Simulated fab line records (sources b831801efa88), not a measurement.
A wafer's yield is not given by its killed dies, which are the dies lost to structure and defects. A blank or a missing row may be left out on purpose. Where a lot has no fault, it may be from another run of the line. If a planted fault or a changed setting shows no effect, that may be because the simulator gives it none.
Which of the tools did it? | flow gf180mcu | 13 lots, 39 wafers sampled, at 5 steps of a route of 602

== WHAT THE GAUGES SHOWED, per wafer ==
GF_V2_CD_MEAS_14: the cd target is 260 nm. Usual: cd_nm 260.0 nm, standard deviation 1.3.
lot  | measured     | on        | cd_nm (nm)        | flag
L410 | day 20 05:14 | cd_sem-02 | 258.5 261.3 260.0 |
L411 | day 20 21:45 | cd_sem-01 | 259.5 259.1 259.0 |
L415 | day 22 10:58 | cd_sem-02 | 259.8 259.7 259.2 |
L416 | day 22 18:20 | cd_sem-01 | 259.5 259.3 258.7 |
L418 | day 23 14:01 | cd_sem-02 | 261.0 261.0 261.5 |
L420 | day 24 08:01 | cd_sem-02 | 258.4 258.1 257.2 |
L423 | day 25 03:19 | cd_sem-02 | 260.6 259.8 260.7 |
L428 | day 27 02:56 | cd_sem-02 | 261.4 261.9 261.3 |
L429 | day 27 08:43 | cd_sem-02 | 260.5 260.6 260.6 |
L430 | day 27 09:18 | cd_sem-02 | 261.1 262.6 262.0 |
L431 | day 27 18:42 | cd_sem-02 | 259.5 259.5 258.9 |
L432 | day 27 22:01 | cd_sem-01 | 260.2 259.8 260.8 |
L433 | day 28 09:19 | cd_sem-02 | 260.5 260.5 259.7 |

GF_M3_RS_MEAS_05: measurement is done with a four-point probe. Usual: M3_ALCU_RS typically reads 0.0691 ohm/sq, with standard deviation 0.00079.
lot  | measured     | on            | M3_ALCU_RS (ohm/sq)  | flag
L410 | day 20 07:01 | film_metro-02 | 0.0694 0.0695 0.0695 |
L411 | day 20 23:29 | film_metro-01 | 0.0691 0.0680 0.0680 |
L415 | day 22 12:42 | film_metro-01 | 0.0690 0.0690 0.0692 |
L416 | day 22 20:17 | film_metro-01 | 0.0691 0.0684 0.0686 |
L418 | day 23 15:44 | film_metro-02 | 0.0684 0.0675 0.0672 |
L420 | day 24 09:44 | film_metro-02 | 0.0693 0.0688 0.0699 |
L423 | day 25 05:27 | film_metro-04 | 0.0691 0.0684 0.0690 |
L428 | day 27 04:41 | film_metro-04 | 0.0686 0.0700 0.0692 |
L429 | day 27 10:47 | film_metro-04 | 0.0693 0.0685 0.0692 |
L430 | day 27 11:28 | film_metro-01 | 0.0695 0.0699 0.0691 |
L431 | day 27 20:26 | film_metro-04 | 0.0687 0.0685 0.0683 |
L432 | day 27 23:51 | film_metro-02 | 0.0690 0.0686 0.0688 |
L433 | day 28 11:05 | film_metro-01 | 0.0695 0.0692 0.0691 |

GF_V3_THK_MEAS_01. Usual: V3_CVD_00_THK typically reads 599 nm, with standard deviation 5.9.
lot  | measured     | on            | V3_CVD_00_THK (nm) | flag
L410 | day 21 07:41 | film_metro-04 | 600 603 595        |
L411 | day 21 23:55 | film_metro-04 | 604 602 607        |
L415 | day 23 12:25 | film_metro-02 | 295 594 595        | OFF
L416 | day 23 20:23 | film_metro-02 | 592 293 599        | OFF
L418 | day 24 14:37 | film_metro-04 | 598 591 295        | OFF
L420 | day 25 08:43 | film_metro-03 | 610 607 613        |
L423 | day 26 03:57 | film_metro-02 | 590 597 599        |
L428 | day 28 01:58 | film_metro-03 | 601 602 610        |
L429 | day 28 07:28 | film_metro-03 | 603 597 593        |
L430 | day 28 08:18 | film_metro-02 | 608 606 609        |
L431 | day 28 17:31 | film_metro-02 | 598 599 599        |
L432 | day 28 21:25 | film_metro-02 | 603 598 594        |
L433 | day 29 07:22 | film_metro-02 | 592 590 586        |

== WHAT TOOL EACH LOT RAN ON (gives the tool, then ch and the chambers of the sampled wafers, and finally the start) ==
lot  | GF_V2_SPUTTER_22             | GF_V3_CVD_00
L410 | pvd_sputter-03, day 20 06:08 | hdpcvd-02 ch 1,2, day 21 07:37
L411 | pvd_sputter-02, day 20 22:37 | hdpcvd-02 ch 0,1, day 21 23:50
L415 | pvd_sputter-02, day 22 11:51 | hdpcvd-02 ch 0,1,2, day 23 12:20
L416 | pvd_sputter-02, day 22 19:17 | hdpcvd-02 ch 0,1,2, day 23 20:18
L418 | pvd_sputter-02, day 23 14:53 | hdpcvd-02 ch 0,1,2, day 24 14:32
L420 | pvd_sputter-03, day 24 08:51 | hdpcvd-01 ch 0,1, day 25 08:37
L423 | pvd_sputter-03, day 25 04:36 | hdpcvd-01 ch 0,1, day 26 03:53
L428 | pvd_sputter-02, day 27 03:49 | hdpcvd-02 ch 0,2, day 28 01:53
L429 | pvd_sputter-03, day 27 09:53 | hdpcvd-01 ch 0,2, day 28 07:22
L430 | pvd_sputter-01, day 27 10:34 | hdpcvd-01 ch 0,1, day 28 08:13
L431 | pvd_sputter-03, day 27 19:32 | hdpcvd-01 ch 0,1,2, day 28 17:26
L432 | pvd_sputter-03, day 27 23:00 | hdpcvd-01 ch 0,2, day 28 21:20
L433 | pvd_sputter-01, day 28 10:14 | hdpcvd-01 ch 0,1,2, day 29 07:18
- GF_V2_SPUTTER_22: material TiN, target thk 10 nm, time 40 s.
- GF_V3_CVD_00: deposits SiO2, target thk 600 nm, time 100 s.

== WHAT THE TOOLS THEMSELVES READ (means of the sampled wafers that have a number; where no wafer has one, the mark that the record gives instead) ==
GF_V2_SPUTTER_22. Usual: chamber_pressure_pa 5.001 Pa, standard deviation 0.0094; throttle_valve_pct 30.0 %, standard deviation 0.6.
lot  | tool           | chamber_pressure_pa (Pa) | throttle_valve_pct (%) | flag
L410 | pvd_sputter-03 | 5.000                    | 29.7                   |
L411 | pvd_sputter-02 | 4.996                    | 30.5                   |
L415 | pvd_sputter-02 | 4.994                    | 30.6                   |
L416 | pvd_sputter-02 | 5.006                    | 29.9                   |
L418 | pvd_sputter-02 | 5.006                    | 29.9                   |
L420 | pvd_sputter-03 | 5.008                    | 30.0                   |
L423 | pvd_sputter-03 | 5.002                    | 30.2                   |
L428 | pvd_sputter-02 | 5.006                    | 30.5                   |
L429 | pvd_sputter-03 | 5.008                    | 30.2                   |
L430 | pvd_sputter-01 | 5.000                    | 29.9                   |
L431 | pvd_sputter-03 | 4.991                    | 29.9                   |
L432 | pvd_sputter-03 | 5.009                    | 29.5                   |
L433 | pvd_sputter-01 | 5.005                    | 29.9                   |

GF_V3_CVD_00. Usual: sih4_flow_sccm 60.00 sccm, standard deviation 0.19.
lot  | tool      | sih4_flow_sccm (sccm) | flag
L410 | hdpcvd-02 | 60.06                 |
L411 | hdpcvd-02 | 60.05                 |
L415 | hdpcvd-02 | 50.12                 | OFF
L416 | hdpcvd-02 | 49.99                 | OFF
L418 | hdpcvd-02 | 50.10                 | OFF
L420 | hdpcvd-01 | 60.06                 |
L423 | hdpcvd-01 | 59.87                 |
L428 | hdpcvd-02 | 60.00                 |
L429 | hdpcvd-01 | 59.73                 |
L430 | hdpcvd-01 | 59.98                 |
L431 | hdpcvd-01 | 60.10                 |
L432 | hdpcvd-01 | 59.88                 |
L433 | hdpcvd-01 | 60.08                 |

== THE ANSWER, worked out from the rows above alone ==
Rule: take the mean of a lot's wafers that have a number; if it is more than 3 standard deviations from the usual mean, the lot is off. A lot without any number at a reading at which 4 lots or more have one is off too. Where the step has rows for the other lots, those lots are counted as sound. The gauges are gone through in route order, then the tools' own readings, and for those a lot's mean is taken as printed above. The first step at which some lot is off is used, and at that step the reading that is off furthest; a lot without a number counts as furthest.
Off: at GF_V3_THK_MEAS_01 (V3_CVD_00_THK), L415, L416, L418.
If a tool, at a process step before that reading, ran all the lots that are off and no sound lot after the first of them, it fits. Not tried: the gauges at GF_V3_THK_MEAS_01; whatever is off there is also off at GF_V3_CVD_00, on other tools, and gauge error can't account for it. Of those tried, none fits.

== WHAT THE SIMULATOR HAD PUT IN ==
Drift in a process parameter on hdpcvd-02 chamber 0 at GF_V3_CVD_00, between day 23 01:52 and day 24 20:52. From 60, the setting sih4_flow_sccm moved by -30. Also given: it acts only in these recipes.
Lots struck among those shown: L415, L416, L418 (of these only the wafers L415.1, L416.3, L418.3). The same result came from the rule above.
